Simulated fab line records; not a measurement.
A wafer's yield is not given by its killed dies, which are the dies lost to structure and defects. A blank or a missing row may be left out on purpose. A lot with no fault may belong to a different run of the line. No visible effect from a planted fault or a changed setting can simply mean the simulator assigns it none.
One fault through the eyes of 2 desks ; flow sky130 ; each desk holds nothing but its own numbers, with what lay behind them at the end

THE TOOL OWNER'S DESK: implanter-04
The tool's own readings at SKY_VT_ADJUST_NCORE_IMPLANT_09: means of the sampled wafers that have a number, for each lot that ran on this tool. Any lot whose mean is over 4 standard deviations away from the usual mean is out of limits and marked OUT; that distance is given in the brackets.
Columns: A = doseIonsCm2 at SKY_VT_ADJUST_NCORE_IMPLANT_09, usual 2.3991e+12; B = faradayCurrentUA at SKY_VT_ADJUST_NCORE_IMPLANT_09, usual 13.56
lot;first seen here;A;B
L432;day 9 08:35;2.3957e+12;13.57
L433;day 9 18:45;2.4014e+12;13.38
L438;day 11 03:49;2.3995e+12;13.64
L443;day 12 15:20;1.7161e+12 (-99 or more) OUT;9.81 (-14) OUT
L444;day 13 01:39;1.7165e+12 (-99 or more) OUT;9.74 (-15) OUT
L452;day 15 08:16;2.3984e+12;13.73
This desk's verdict: out of limits on L443, L444, starting with L443 at day 12 15:20 (doseIonsCm2 at SKY_VT_ADJUST_NCORE_IMPLANT_09). L432, L433, L438, L452 stayed within limits.

AT THE METROLOGY DESK
What the gauges read, lot by lot, whatever tool the lot ran on: means of the sampled wafers that have a number. Any lot whose mean is over 4 standard deviations away from the usual mean is out of limits and marked OUT; that distance is given in the brackets.
Columns: A = PWDE_RS at SKY_NWELL_RS_MEAS_31, usual 5269 ohm/sq; B = VT_ADJUST_NCORE_TW at SKY_VT_ADJUST_NCORE_TW_MEAS_11, usual 219.4
lot;first seen here;A;B
L432;day 6 00:52;5261;220.5
L433;day 6 10:04;5280;215.9
L434;day 6 14:13;5259;222.5
L435;day 6 19:25;5264;222.1
L436;day 7 02:01;5273;216.0
L437;day 7 08:16;5250;221.2
L438;day 7 14:47;5276;219.9
L443;day 8 19:40;5290;196.6 (-8.4) OUT
L444;day 9 04:22;5256;201.2 (-6.8) OUT
L450;day 10 14:46;5269;220.4
L451;day 10 22:34;5271;216.9
L452;day 11 04:24;5267;220.9
This desk's finding: out of limits on L443, L444; first on L443, day 12 15:34 (VT_ADJUST_NCORE_TW at SKY_VT_ADJUST_NCORE_TW_MEAS_11). L432, L433, L434, L435, L436, L437, L438, L450, L451, L452 stayed within limits.

ALL TOGETHER
The tool owner's desk could have raised an alarm at day 12 15:20, on L443, L444.
An alarm was possible from the metrology desk at day 12 15:34, on L443, L444.
On implanter-04, each named lot ran SKY_VT_ADJUST_NCORE_IMPLANT_09.

WHAT THE SIMULATOR HAD PUT IN
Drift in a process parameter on implanter-04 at SKY_VT_ADJUST_NCORE_IMPLANT_09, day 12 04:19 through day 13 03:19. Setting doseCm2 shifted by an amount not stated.
Shown lots that were struck: L443, L444.
Fault start to first reading out of limits, in hours, per desk: tool owner, 11; metrology, 11.
